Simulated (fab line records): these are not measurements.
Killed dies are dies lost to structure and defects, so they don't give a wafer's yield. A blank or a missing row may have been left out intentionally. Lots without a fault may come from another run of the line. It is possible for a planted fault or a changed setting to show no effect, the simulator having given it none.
The tool behind it: which one? | flow gf180mcu | at 1 step of a route of 602, 7 lots with 21 wafers sampled

## WHAT EACH GAUGE READ, for each wafer
GF_VT_IMPLANT_OVL_MEAS_18.
lot  | measured     | on         | VT_IMPLANT_01_OVL (nm)
L375 | day 6 13:29  | overlay-01 | 1.7 3.5 1.4
L377 | day 7 05:53  | overlay-01 | 1.7 1.2 2.1
L380 | day 7 19:25  | overlay-01 | 0.5 1.1 0.2
L383 | day 8 15:37  | overlay-01 | 1.5 1.8 2.3
L387 | day 9 16:19  | overlay-02 | 0.5 -0.6 1.8
L389 | day 10 03:40 | overlay-02 | 2.2 1.8 1.0
L391 | day 10 13:44 | overlay-02 | 2.2 -0.1 0.5

## WHICH TOOL RAN EACH LOT (tool, then ch and the chambers of the sampled wafers, then the start)
Before these readings, the record contains no process step.

## THE ANSWER, worked out from the rows above alone
Rule: the lots themselves supply what counts as usual. Put in order of their means at a reading, lots are off if they are a third of the lots or fewer, leave a main group of 4 or more, and stand apart from it by a gap of 3 or more times the standard deviation of the main group's means; of several such gaps the widest counts. If all means in a main group match to the digits the tables above print for the reading, that group is not used. Also off: a lot with no number at a reading for which 4 or more lots have one. Any other lot the step has rows for is counted as sound.
No lot is off at any reading shown: from this, nothing can be told.

## WHAT HAD BEEN PUT IN BY THE SIMULATOR
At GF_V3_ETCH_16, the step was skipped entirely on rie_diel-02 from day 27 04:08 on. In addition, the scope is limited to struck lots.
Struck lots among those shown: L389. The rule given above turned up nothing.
